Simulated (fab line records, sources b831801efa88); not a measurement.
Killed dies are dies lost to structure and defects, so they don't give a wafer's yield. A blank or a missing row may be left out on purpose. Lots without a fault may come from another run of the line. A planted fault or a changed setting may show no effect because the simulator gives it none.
A struck lot beside a sound one | flow sky130 | 16 steps out of a route of 708
Sound: wafers L604.2, L604.3, L604.5. Struck: wafers L617.3, L617.4, L617.6. The cause comes at the end.
At each step with rows: each side's tool, then ch and its chambers, then its first start. Under that, the readings that differ: sound wafers | struck wafers | difference of the means | sigmas: that difference in standard deviations of wafers without a fault.
alike: readings whose means differ by less than 2 such deviations, and words and numbers that are the same on both sides. not compared: withheld readings, readings that some wafer has no value for, bounds like >300 that may hide the same value, and numbers for which the record gives no deviation and whose values overlap.
The two part at a step that has a row with sigmas, a row that says differs or no value, or rows on one side only. Numbers that don't overlap but have no deviation are shown without sigmas and don't part them. A reading that every wafer of one side lacks parts them only if that side has two wafers or more.

SKY_VIA3_CMP_02: polishes SiO2.
  sound on cmp-01 ch 2,3, day 38 23:24; struck on cmp-01 ch 0,1, day 42 16:20
  alike: motor_current_A
SKY_VIA3_BOW_MEAS_03:
  sound on film_metro-02, day 38 23:43; struck on film_metro-01, day 42 16:40
  alike: VIA3_BOW
then, 8 steps without rows for these wafers: SKY_VIA3_DEHYDRATE_04 (time 60 s); SKY_VIA3_HMDS_05 (prime time 60 s); SKY_VIA3_COAT_06 (resist thk 60 nm); SKY_VIA3_COAT_07 (resist thk 452.5 nm); SKY_VIA3_SOFTBAKE_08 (time 90 s); SKY_VIA3_EXPOSE_09 (exposes mask VIM3, target cd 200 nm); SKY_VIA3_PEB_10; SKY_VIA3_DEVELOP_11 (develop time 60 s).
SKY_VIA3_CD_MEAS_12: target cd 200 nm.
  sound on cd_sem-01, day 39 23:55; struck on cd_sem-01, day 43 16:10
  alike: cd_nm
SKY_VIA3_OVL_MEAS_13:
  sound on overlay-01, day 40 00:02; struck on overlay-01, day 43 16:16
  alike: VIA3_OVL
SKY_VIA3_ETCH_14: etches BARC in N2/H2, stops on SiO2, time 45.9 s, target depth 60 nm.
  sound on rie_diel-01 ch 1,2, day 40 00:04; struck on rie_diel-02 ch 0,1, day 43 16:17
  reading                                     | sound               | struck            | difference | sigmas
  bias_w (W)                                  | 100.25 99.95 100.54 | 77.79 77.67 77.46 | -22.61     | -78
  model.KrF-thick_of_VIA3_COAT_07.thk_nm (nm) | 393.8 395.1 394.2   | 397.3 398 397.3   | +3.2       |
  alike: drypump_motor_current_A, oes_product_au, throttle_valve_pct
  not compared: rf_hours_counter_h
SKY_VIA3_ETCH_15: etches SiO2 in C4F8/O2/Ar, stops on TiN, target depth 507 nm, time 78 s.
  sound on rie_diel-01 ch 1,2, day 40 00:06; struck on rie_diel-02 ch 0,1, day 43 16:20
  alike: bias_w, oes_product_au
  not compared: rf_hours_counter_h, model.KrF-thick_of_VIA3_COAT_07.thk_nm
SKY_VIA3_STRIP_16: strips in O2/N2.
  sound on plasma_asher-04 ch 0,1, day 40 00:10; struck on plasma_asher-01 ch 0,1, day 43 16:25
  alike: drypump_motor_current_A, oes_product_au, strip_time_to_endpoint_s
  not compared: rf_hours_counter_h
-- the record jumps here: 6 days lie between the struck wafers' starts before and after (it left off in module VIA3 and takes up again in module PAD_OPEN, whose first step shown is number 708 of the route) --
SKY_PAD_OPEN_PROBE_99:
  the record has rows for the struck wafers here (prober-02, day 49 06:53) and none for the sound ones

WHERE THEY PART
First at SKY_VIA3_ETCH_14; last, within this record, at SKY_PAD_OPEN_PROBE_99.

WHY: what the simulator had put in
Process parameter drift: rie_diel-02, from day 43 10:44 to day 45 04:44, at SKY_VIA3_ETCH_14. Setting bias_w, moved by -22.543, from 100. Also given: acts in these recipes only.
